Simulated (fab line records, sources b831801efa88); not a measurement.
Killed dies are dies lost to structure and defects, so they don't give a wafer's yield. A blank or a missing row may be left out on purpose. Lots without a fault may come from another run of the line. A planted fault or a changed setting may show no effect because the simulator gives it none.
Which tool did it? | flow sky130 | 6 lots, 18 wafers sampled, at 3 steps of a route of 708

WHAT THE GAUGES READ, wafer by wafer
SKY_VT_ADJUST_PCH_OVL_MEAS_07.
lot  | measured     | on         | VT_ADJUST_PCH_OVL (nm)
L195 | day 10 11:13 | overlay-01 | 0.7 -2.5 0.5
L198 | day 11 09:29 | overlay-01 | -2.5 -0.8 -2.1
L200 | day 12 13:17 | overlay-01 | 1.6 0.5 0.0
L204 | day 13 23:28 | overlay-02 | 2.3 0.9 2.9
L209 | day 15 07:55 | overlay-02 | 0.8 1.1 1.6
L216 | day 17 08:17 | overlay-02 | 2.8 3.6 3.2

WHICH TOOL RAN EACH LOT (tool, then ch and the chambers of the sampled wafers, then the start)
lot  | SKY_VT_ADJUST_HVTR_COAT_02        | SKY_VT_ADJUST_HVTR_STRIP_10
L195 | litho_track-02 ch 0, day 9 02:34  | plasma_asher-04 ch 0,1, day 9 13:15
L198 | litho_track-04 ch 0, day 9 23:46  | plasma_asher-03 ch 0,1, day 10 10:50
L200 | litho_track-02 ch 0, day 11 01:50 | plasma_asher-01 ch 0, day 11 13:05
L204 | litho_track-02 ch 0, day 12 08:55 | plasma_asher-01 ch 1, day 12 22:05
L209 | litho_track-02 ch 0, day 13 15:25 | plasma_asher-04 ch 0, day 14 04:59
L216 | litho_track-03 ch 0, day 15 13:23 | plasma_asher-03 ch 0,1, day 16 03:14
- SKY_VT_ADJUST_HVTR_COAT_02: resist thk 1140 nm.
- SKY_VT_ADJUST_HVTR_STRIP_10: strips in O2/N2.

THE ANSWER, worked out from the rows above alone
Rule: what is usual is taken from the lots themselves. Put in order of their means at a reading, lots are off if they are a third of the lots or fewer, leave a main group of 4 or more, and stand apart from it by a gap of 3 or more times the standard deviation of the main group's means; of several such gaps the widest counts. A main group whose means are all the same, to the digits that the tables above print for the reading, isn't used. A lot without any number at a reading at which 4 lots or more have one is off too. The other lots that the step has rows for count as sound.
No lot is off at any reading shown: from this, nothing can be told.

WHAT THE SIMULATOR HAD PUT IN
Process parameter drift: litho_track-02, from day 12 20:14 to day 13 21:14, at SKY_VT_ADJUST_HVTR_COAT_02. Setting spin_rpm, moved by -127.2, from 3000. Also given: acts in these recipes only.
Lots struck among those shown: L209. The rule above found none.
